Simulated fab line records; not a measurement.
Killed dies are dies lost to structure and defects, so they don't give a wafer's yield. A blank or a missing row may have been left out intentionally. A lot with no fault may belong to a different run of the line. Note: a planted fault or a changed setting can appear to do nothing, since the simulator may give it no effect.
Struck lot and sound lot, side by side | flow sky130 | 12 out of 708 route steps
Sound: wafers L859.2, L859.3, L859.6. Struck: wafers L868.3, L868.4, L868.6. The cause is given at the end.
At each step with rows: each side's tool, then ch and its chambers, then its first start. Under that, the readings that differ: sound wafers | struck wafers | difference of the means | sigmas: that difference in standard deviations of wafers without a fault.
alike: words and numbers the same on both sides, and readings whose means are apart by under 2 such deviations; not compared: readings that were withheld, readings missing a value for some wafer, numbers with overlapping values and no deviation given by the record, and bounds like >300 which may hide the same value.
The two part at a step that has a row with sigmas, a row that says differs or no value, or rows on one side only. Non-overlapping numbers with no deviation appear without sigmas and do not part them. Lack of a reading on every wafer of one side parts them only where that side has two or more wafers.

SKY_FIELD_ISO_BOW_MEAS_00:
  struck on filmMetro-03, day 4 18:02; sound on filmMetro-03, day 2 21:01
  alike: INCOMING_BOW
then, 1 step without rows for these wafers: SKY_FIELD_ISO_OXIDATION_01 (stabilise 600 s, purge 300 s, target thk 12 nm).
SKY_FIELD_ISO_THK_MEAS_02:
  struck on filmMetro-01, day 4 21:18; sound on filmMetro-04, day 3 01:07
reading                         | sound             | struck            | difference | sigmas
FIELD_ISO_OXIDATION_00_THK (nm) | 11.83 11.86 11.90 | 12.24 12.44 12.40 | +0.50      | +2
then, 1 step without rows for these wafers: SKY_FIELD_ISO_CVD_03 (deposits Si3N4 from DCS/NH3, target thk 165 nm, time 2830 s).
SKY_FIELD_ISO_THK_MEAS_04:
  struck on filmMetro-04, day 5 00:33; sound on filmMetro-01, day 3 02:58
  alike: FIELD_ISO_CVD_03_THK
then, 5 steps without rows for these wafers: SKY_FIELD_ISO_DEHYDRATE_05 (time 60 s); SKY_FIELD_ISO_HMDS_06 (prime time 60 s); SKY_FIELD_ISO_COAT_07 (resist thk 60 nm); SKY_FIELD_ISO_COAT_08 (resist thk 450 nm); SKY_FIELD_ISO_SOFTBAKE_09 (time 90 s).
SKY_FIELD_ISO_EXPOSE_10: exposes mask FOM, target cd 150 nm.
  sound on krfScanner-01 ch 0, day 3 10:52; struck on krfScanner-01, day 5 09:33
  no value came back on the struck wafers for exposureDoseMJCm2, focusOffsetNm (nm); on the sound wafers exposureDoseMJCm2 reads 28.41 28.44 28.43
  alike: mask
after that, 1 step had no rows for these wafers: SKY_FIELD_ISO_PEB_11.

## WHERE THEY PART
First at SKY_FIELD_ISO_THK_MEAS_02; last, within this record, at SKY_FIELD_ISO_EXPOSE_10.

WHY: the cause the simulator had injected
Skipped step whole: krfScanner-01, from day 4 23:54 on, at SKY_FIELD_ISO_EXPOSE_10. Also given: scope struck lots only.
